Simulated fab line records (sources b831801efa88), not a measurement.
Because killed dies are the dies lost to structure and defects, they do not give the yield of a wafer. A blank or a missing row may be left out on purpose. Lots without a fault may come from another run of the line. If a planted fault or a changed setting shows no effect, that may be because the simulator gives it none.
Code-filled problem report in 8D (eight disciplines) form ; flow gf180mcu ; the parts of the form that need people (team, actions taken, sign-off) are left out

## 1. THE ISSUE
time to endpoint s at GF_V1_CMP_26 reads a mean of 45.7 s on 2 wafers of 2 lots; wafers without a fault read 84.3 s with a standard deviation of 2.7. That is -14 standard deviations from the usual mean.
The step: polishes, stops on SiO2, t overpolish 15 s, target thk 0 nm.
The first sign was on wafer L194.6 at day 18 23:09, on cmp-02. At this step, 39 wafers from 13 lots have a number in the record. The rule behind "out" and "out of limits": a value lying over 4 standard deviations away from the usual mean. Any other wafer with a number is counted as sound.

## 2. WHAT IT IS, WHAT IT ISN'T
question;is;is not
which readings at this step;time to endpoint s;motor current A, overpolish run s
which lots;L194, L195;L191, L196, L198, L205, L206, L207, L209, L210, L212, L213, L214
which wafers of those lots;L194.6, L195.2;L194.1, L194.3, L195.3, L195.5
read on which tools;cmp-02;cmp-01
when;from day 18 23:09;"up to then (5 sound wafers); but 32 sound wafers of L195, L196, L198, L205, L206, L207, L209, L210, L212, L213, L214 came after"

## 3. WHAT RULES OUT EACH SUSPECT
Counting: if a tool at a process step up to the reading ran every lot that is out, it stays a suspect. Sound lots after the first of them don't rule it out here, since some wafers of a struck lot are sound.
- cmp-02 at GF_V1_CMP_26 (polishes, stops on SiO2, t overpolish 15 s, target thk 0 nm): kept. It ran every lot that is out, first L194 (day 18 23:09). Its own time to endpoint s readings are out on those wafers.
- In cmp-02 at GF_V1_CMP_26, the wafers that are out were processed in chamber 0 and their sound lot-mates in chambers 1, 2.
Left after counting: cmp-02 at GF_V1_CMP_26.

## 4. THE CAUSE (what the simulator had put in)
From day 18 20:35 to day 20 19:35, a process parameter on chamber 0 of cmp-02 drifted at GF_V1_CMP_26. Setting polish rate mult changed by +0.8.
Counting left only this tool.

## 5. SEQUENCE OF EFFECTS, ordered by route
Each row: a reading where the mean over the struck wafers with a number is more than 3 standard deviations away from the usual. Only readings whose record carries a usual standard deviation are examined. hours: median over the lots of the time between each lot's start at the first step of this table that gives one and its start at this step. sigmas: the change, counted in usual standard deviations.
hours;step;reading;usual;on struck wafers;change;sigmas
0;GF_V1_CMP_26;time to endpoint s;84.3 s;45.7;-38.6;-14
Here are the process steps it includes:
- GF_V1_CMP_26: polishes, stops on SiO2, t overpolish 15 s, target thk 0 nm.
Later measuring or inspecting steps at which every struck wafer that the step has a row for has a number for every such reading, and none has moved that far: GF_M2_THK_MEAS_06.

## 6. HOW IT WOULD HAVE BEEN CAUGHT EARLIER
First out-of-limits reading in this record: day 18 23:09, which is 3 hours after fault onset at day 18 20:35.
